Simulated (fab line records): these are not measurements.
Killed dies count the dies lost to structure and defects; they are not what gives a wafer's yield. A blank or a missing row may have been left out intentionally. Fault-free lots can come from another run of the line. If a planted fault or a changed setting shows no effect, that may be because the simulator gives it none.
Struck lot and sound lot, side by side :: flow sfq line :: 15 out of 325 route steps
Sound: the wafers L411.1, L411.4, L411.6. Struck: wafers L422.2, L422.6 (left out: L422.4, a lot-mate that was not struck); the cause follows at the end.
For every step that has rows: the tool of each side, followed by ch and its chambers, followed by its first start. Under that, the readings that differ: sound wafers :: struck wafers :: difference of the means :: sigmas: that difference in standard deviations of wafers without a fault.
alike: readings whose means differ by less than 2 such deviations, and words and numbers that are the same on both sides. not compared: withheld readings, readings that some wafer has no value for, bounds like >300 that may hide the same value, and numbers for which the record gives no deviation and whose values overlap.
A row with sigmas, a row that says differs or no value, or rows on one side alone: a step with any of these is where the two part. Non-overlapping numbers with no deviation appear without sigmas and do not part them. A reading that every wafer of one side lacks parts them only if that side has two wafers or more.

first, 1 step without rows for these wafers: SFQ_TRILAYER_M1_STRIP_SOLV_CLEAN_044 (cleans in NMP, time 600 s).
SFQ_TRILAYER_I1_DEP_PECVD_045: deposits SiO2 from SiH4/N2O, time 111.11 s, target thk 500 nm.
  sound on pecvd-01 ch 0,2, day 18 09:01; struck on pecvd-02 ch 0, day 28 11:06
  alike: heater power w, throttle valve pct
  not compared: since wet clean h
SFQ_TRILAYER_I1_CMP_CMP_046: polishes SiO2.
  sound on cmp-01 ch 1,2, day 18 09:05; struck on cmp-02 ch 0,1, day 28 11:41
reading: motor current A (A)
sound: 9.6 11.9 11.9
struck: 8.6 9.3
difference: -2.2
sigmas: -3
  alike: time to endpoint s
SFQ_I1_BOW_MEAS_912:
  sound on film metro-04, day 18 12:05; struck on film metro-04, day 28 14:12
  alike: I1_BOW
SFQ_TRILAYER_I1_METRO_MEASURE_047:
  sound on film metro-04, day 18 12:13; struck on film metro-04, day 28 14:30
  alike: thk nm
then, 6 steps without rows for these wafers: SFQ_TRILAYER_I1_VIA_LITHO_COAT_054 (resist thk 62 nm); SFQ_TRILAYER_I1_VIA_LITHO_COAT_049 (resist thk 650 nm); SFQ_TRILAYER_I1_VIA_LITHO_SOFTBAKE_053; SFQ_TRILAYER_I1_VIA_LITHO_EXPOSE_050 (exposes mask I1, target cd 500 nm); SFQ_TRILAYER_I1_VIA_LITHO_PEB_052 (peb time 60 s); SFQ_TRILAYER_I1_VIA_LITHO_DEVELOP_051 (time 60 s).
-- the record jumps here: 7 days lie between the struck wafers' starts before and after --
SFQ_I1_OVL_MEAS_913:
  sound on overlay-02, day 24 11:53; struck on overlay-02, day 35 06:52
reading: I1_OVL (nm)
sound: 2 5 4
struck: -5 -6
difference: -9
sigmas: -2
SFQ_TRILAYER_I1_VIA_BARC_OPEN_VIA_ETCH_071: etches BARC in O2, target depth 125 nm, time 41.7 s.
  sound on rie diel-01 ch 0,2,3, day 24 11:55; struck on rie diel-04 ch 1,3, day 35 06:53
reading: model.KrF_of_TRILAYER_I1_VIA_LITHO_COAT_049.thk nm (nm)
sound: 566.9 569.8 565.8
struck: 557.1 557.1
difference: -10.4
sigmas: 
  alike: drypump motor current A, oes product au
  not compared: rf hours counter h
SFQ_TRILAYER_I1_VIA_ETCH_VIA_ETCH_052: etches SiO2 in CHF3, stops on Nb, target depth 260 nm.
  sound on rie diel-01 ch 0,2,3, day 24 11:57; struck on rie diel-04 ch 1,3, day 35 06:56
reading: model.KrF_of_TRILAYER_I1_VIA_LITHO_COAT_049.thk nm (nm)
sound: 521.6 525.1 520.5
struck: 512.4 512.5
difference: -9.9
sigmas: 
  alike: drypump motor current A, oes product au
SFQ_TRILAYER_I1_VIA_STRIP_STRIP_053: strips in O2.
  sound on rie metal-04 ch 0, day 24 12:04; struck on rie metal-01 ch 0, day 35 07:02
  alike: drypump motor current A, he backside leak sccm, oes product au
  not compared: rf hours counter h

WHERE THEY PART
Last at SFQ_I1_OVL_MEAS_913 as far as this record goes, first at SFQ_TRILAYER_I1_CMP_CMP_046. Later steps at which nothing parts them and some readings are alike: SFQ_TRILAYER_I1_VIA_BARC_OPEN_VIA_ETCH_071, SFQ_TRILAYER_I1_VIA_ETCH_VIA_ETCH_052, SFQ_TRILAYER_I1_VIA_STRIP_STRIP_053.

WHY: the cause the simulator had injected
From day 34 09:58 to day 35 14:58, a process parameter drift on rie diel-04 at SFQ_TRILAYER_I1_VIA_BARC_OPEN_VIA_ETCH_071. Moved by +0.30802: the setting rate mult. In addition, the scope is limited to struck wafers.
